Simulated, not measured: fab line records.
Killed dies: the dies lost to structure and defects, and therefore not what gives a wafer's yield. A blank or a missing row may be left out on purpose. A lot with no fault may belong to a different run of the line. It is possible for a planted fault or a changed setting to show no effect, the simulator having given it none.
Which of the tools did it? | flow sky130 | 10 lots with 30 wafers sampled at 7 steps, on a route of 708 steps

## WHAT THE GAUGES READ, wafer by wafer
SKY_POLY_GATE_THK_MEAS_04. Usual: for POLY_GATE_CVD_03_THK the level is 74.7 nm and the standard deviation is 0.55.
lot  | measured     | on            | POLY_GATE_CVD_03_THK (nm) | flag
L795 | day 15 07:12 | film metro-01 | 74.1 74.3 74.2            |
L796 | day 15 13:50 | film metro-04 | 75.4 74.8 74.8            |
L799 | day 16 16:02 | film metro-04 | 75.8 74.5 74.9            |
L800 | day 16 23:35 | film metro-04 | 74.3 74.2 74.3            |
L804 | day 18 14:47 | film metro-01 | 74.4 74.6 74.1            |
L810 | day 20 13:57 | film metro-04 | 75.1 74.4 74.3            |
L813 | day 21 21:18 | film metro-03 | 53.9 53.9 54.0            | OFF
L814 | day 22 03:10 | film metro-01 | 54.1 54.0 54.8            | OFF
L815 | day 22 13:38 | film metro-01 | 53.9 53.3 54.1            | OFF
L816 | day 22 16:11 | film metro-04 | 54.7 54.4 54.2            | OFF

SKY_LDD_N_OVL_MEAS_07. Usual: for LDD_N_OVL the level is -1.1 nm and the standard deviation is 1.3.
lot  | measured     | on         | LDD_N_OVL (nm) | flag
L795 | day 17 18:38 | overlay-02 | 0.2 -0.1 0.4   |
L796 | day 17 23:40 | overlay-02 | -2.1 -3.1 -1.8 |
L799 | day 19 04:53 | overlay-02 | 0.4 1.6 -0.9   |
L800 | day 19 14:44 | overlay-02 | -0.7 -0.3 -1.5 |
L804 | day 21 05:45 | overlay-02 | -0.1 -0.8 -0.4 |
L810 | day 23 03:28 | overlay-02 | -2.8 -0.1 -1.7 |
L813 | day 24 10:48 | overlay-01 | -1.5 -2.6 -1.1 |
L814 | day 24 16:58 | overlay-02 | 0.3 -0.6 -2.4  |
L815 | day 25 03:41 | overlay-02 | -2.7 -1.9 0.6  |
L816 | day 25 05:11 | overlay-01 | -1.0 -3.2 0.3  |

SKY_CONTACT_BOW_MEAS_05. Usual: for CONTACT_BOW the level is 81 um and the standard deviation is 6.9.
lot  | measured     | on            | CONTACT_BOW (um) | flag
L795 | day 30 10:47 | film metro-02 | 79 78 68         |
L796 | day 30 14:06 | film metro-03 | 89 93 88         |
L799 | day 31 19:06 | film metro-01 | 76 81 84         |
L800 | day 32 06:08 | film metro-03 | 73 64 70         |
L804 | day 33 12:04 | film metro-02 | 74 74 83         |
L810 | day 35 05:10 | film metro-02 | 81 81 83         |
L813 | day 36 09:53 | film metro-03 | 81 87 82         |
L814 | day 36 15:40 | film metro-02 | 76 70 84         |
L815 | day 36 22:52 | film metro-03 | 87 75 72         |
L816 | day 37 01:14 | film metro-01 | 76 84 89         |

## EACH LOT AND THE TOOL THAT RAN IT (in order: tool; ch and the chambers of the sampled wafers; start)
lot  | SKY_POLY_GATE_CVD_03        | SKY_POLY_GATE_ETCH_16              | SKY_POLY_CUT_ETCH_10               | SKY_POLY_CUT_ETCH_11
L795 | lpcvd-02 ch 1, day 15 05:49 | rie diel-03 ch 0,2,3, day 16 11:07 | rie diel-03 ch 0,3, day 24 06:38   | rie diel-03 ch 0,3, day 24 06:41
L796 | lpcvd-02 ch 1, day 15 12:28 | rie diel-03 ch 0,2,3, day 16 17:13 | rie diel-01 ch 0,1, day 24 10:22   | rie diel-01 ch 0,1, day 24 10:24
L799 | lpcvd-02 ch 1, day 16 14:40 | rie diel-02 ch 0,2,3, day 17 20:49 | rie diel-01 ch 1,2, day 25 15:22   | rie diel-01 ch 1,2, day 25 15:24
L800 | lpcvd-02 ch 0, day 16 21:32 | rie diel-01 ch 1,3, day 18 05:28   | rie diel-03 ch 0,1,2, day 26 01:26 | rie diel-03 ch 0,1,2, day 26 01:29
L804 | lpcvd-02 ch 0, day 18 13:26 | rie diel-02 ch 1,2, day 19 21:31   | rie diel-04 ch 0,1,2, day 27 12:47 | rie diel-04 ch 0,1,2, day 27 12:49
L810 | lpcvd-02 ch 0, day 20 12:35 | rie diel-01 ch 0,1,2, day 21 20:07 | rie diel-04 ch 0,1,3, day 29 07:58 | rie diel-04 ch 0,1,3, day 29 08:00
L813 | lpcvd-02 ch 1, day 21 19:56 | rie diel-01 ch 0,2, day 23 03:40   | rie diel-04 ch 0,2,3, day 30 14:08 | rie diel-04 ch 0,2,3, day 30 14:11
L814 | lpcvd-02 ch 1, day 22 01:49 | rie diel-01 ch 0,1,3, day 23 09:49 | rie diel-03 ch 1,2, day 30 21:38   | rie diel-03 ch 1,2, day 30 21:40
L815 | lpcvd-02 ch 1, day 22 11:35 | rie diel-01 ch 0,1,3, day 23 20:31 | rie diel-04 ch 2,3, day 31 06:22   | rie diel-04 ch 2,3, day 31 06:24
L816 | lpcvd-02 ch 0, day 22 14:50 | rie diel-03 ch 1,2,3, day 23 22:43 | rie diel-04 ch 0,2,3, day 31 08:23 | rie diel-04 ch 0,2,3, day 31 08:26
- SKY_POLY_GATE_CVD_03: deposits Si3N4 from DCS/NH3, target thk 75 nm, time 1290 s.
- SKY_POLY_GATE_ETCH_16: etches Si3N4 in CH3F/O2, stops on poly-Si, time 147.5 s, target depth 75 nm.
- SKY_POLY_CUT_ETCH_10: etches BARC in N2/H2, stops on SiO2, time 45.9 s, target depth 60 nm.
- SKY_POLY_CUT_ETCH_11: etches Si3N4 in CF4/CH2F2/Ar, stops on poly-Si, time 42.5 s, target depth 60 nm.

## WHAT THE TOOLS THEMSELVES READ (means of the sampled wafers that have a number; where no wafer has one, the mark that the record gives instead)
SKY_POLY_GATE_CVD_03. Usual: 14.2 % for zone power centre pct, sd 0.5.
lot  | tool     | zone power centre pct (%) | flag
L795 | lpcvd-02 | 14.7                      |
L796 | lpcvd-02 | 14.8                      |
L799 | lpcvd-02 | 14.8                      |
L800 | lpcvd-02 | 13.8                      |
L804 | lpcvd-02 | 13.8                      |
L810 | lpcvd-02 | 13.8                      |
L813 | lpcvd-02 | 14.7                      |
L814 | lpcvd-02 | 14.8                      |
L815 | lpcvd-02 | 14.8                      |
L816 | lpcvd-02 | 13.8                      |

SKY_POLY_GATE_ETCH_16. Usual: O2_flow_sccm 30.00 sccm, standard deviation 0.086; drypump motor current A 5.8 A, standard deviation 0.38; oes product au 0.640 a.u., standard deviation 0.0049; throttle valve pct 10.536 %, standard deviation 0.0088.
lot  | tool        | O2_flow_sccm (sccm) | drypump motor current A (A) | oes product au (a.u.) | throttle valve pct (%) | flag
L795 | rie diel-03 | 30.06               | 5.7                         | 0.642                 | 10.534                 |
L796 | rie diel-03 | 29.93               | 5.7                         | 0.642                 | 10.529                 |
L799 | rie diel-02 | 30.00               | 5.5                         | 0.643                 | 10.549                 |
L800 | rie diel-01 | 30.07               | 6.2                         | 0.636                 | 10.533                 |
L804 | rie diel-02 | 30.07               | 5.6                         | 0.639                 | 10.534                 |
L810 | rie diel-01 | 30.11               | 5.7                         | 0.640                 | 10.526                 |
L813 | rie diel-01 | 29.98               | 5.7                         | 0.567                 | 10.528                 | OFF
L814 | rie diel-01 | 30.01               | 6.2                         | 0.572                 | 10.523                 | OFF
L815 | rie diel-01 | 29.98               | 6.2                         | 0.564                 | 10.525                 | OFF
L816 | rie diel-03 | 30.03               | 5.7                         | 0.572                 | 10.526                 | OFF

SKY_POLY_CUT_ETCH_10. Usual: drypump motor current A 5.8 A, standard deviation 0.48; h2 flow sccm 200.0 sccm, standard deviation 0.56; oes product au 0.855 a.u., standard deviation 0.0044; throttle valve pct 13.223 %, standard deviation 0.0086.
lot  | tool        | drypump motor current A (A) | h2 flow sccm (sccm) | oes product au (a.u.) | throttle valve pct (%) | flag
L795 | rie diel-03 | 6.0                         | 200.1               | 0.854                 | 13.222                 |
L796 | rie diel-01 | 6.2                         | 200.1               | 0.855                 | 13.225                 |
L799 | rie diel-01 | 5.7                         | 199.8               | 0.856                 | 13.221                 |
L800 | rie diel-03 | 5.8                         | 199.8               | 0.855                 | 13.221                 |
L804 | rie diel-04 | 5.6                         | 200.2               | 0.858                 | 13.222                 |
L810 | rie diel-04 | 5.8                         | 200.2               | 0.857                 | 13.234                 |
L813 | rie diel-04 | 5.8                         | 199.9               | 0.852                 | 13.218                 |
L814 | rie diel-03 | 5.7                         | 200.8               | 0.857                 | 13.221                 |
L815 | rie diel-04 | 6.2                         | 200.3               | 0.859                 | 13.220                 |
L816 | rie diel-04 | 5.8                         | 199.2               | 0.855                 | 13.234                 |

SKY_POLY_CUT_ETCH_11. Usual: drypump motor current A 5.8 A, standard deviation 0.48; oes product au 0.827 a.u., standard deviation 0.0052; throttle valve pct 14.994 %, standard deviation 0.01.
lot  | tool        | drypump motor current A (A) | oes product au (a.u.) | throttle valve pct (%) | flag
L795 | rie diel-03 | 6.0                         | 0.824                 | 14.994                 |
L796 | rie diel-01 | 6.2                         | 0.828                 | 14.990                 |
L799 | rie diel-01 | 5.7                         | 0.833                 | 14.983                 |
L800 | rie diel-03 | 5.8                         | 0.824                 | 14.989                 |
L804 | rie diel-04 | 5.6                         | 0.826                 | 14.989                 |
L810 | rie diel-04 | 5.8                         | 0.829                 | 14.990                 |
L813 | rie diel-04 | 5.8                         | 0.703                 | 14.990                 | OFF
L814 | rie diel-03 | 5.7                         | 0.705                 | 14.984                 | OFF
L815 | rie diel-04 | 6.2                         | 0.702                 | 14.988                 | OFF
L816 | rie diel-04 | 5.8                         | 0.698                 | 14.987                 | OFF

## THE ANSWER, worked out from the rows above alone
Rule: a lot is off if the mean of its wafers that have a number lies more than 3 standard deviations from the usual mean. Also off: a lot with no number at a reading for which 4 or more lots have one. The other lots that the step has rows for count as sound. Order of review: gauges by route order, followed by the tools' own readings, for which a lot's mean as printed above is used. At the first step where some lot is off, the reading lying furthest off is the one used; lots without a number count as furthest.
Off: L813, L814, L815, L816, seen at SKY_POLY_GATE_THK_MEAS_04 (POLY_GATE_CVD_03_THK).
If a tool, at a process step before that reading, ran all the lots that are off and no sound lot after the first of them, it fits. Not tried: the gauges at SKY_POLY_GATE_THK_MEAS_04; whatever is off there is also off at SKY_POLY_GATE_ETCH_16, on other tools, and gauge error can't account for it. One fits: lpcvd-02 at SKY_POLY_GATE_CVD_03. Its last sound lot is L810 (day 20 12:35), its first lot that is off L813 (day 21 19:56): a fault that began between those two fits.

## WHAT THE SIMULATOR HAD INSERTED
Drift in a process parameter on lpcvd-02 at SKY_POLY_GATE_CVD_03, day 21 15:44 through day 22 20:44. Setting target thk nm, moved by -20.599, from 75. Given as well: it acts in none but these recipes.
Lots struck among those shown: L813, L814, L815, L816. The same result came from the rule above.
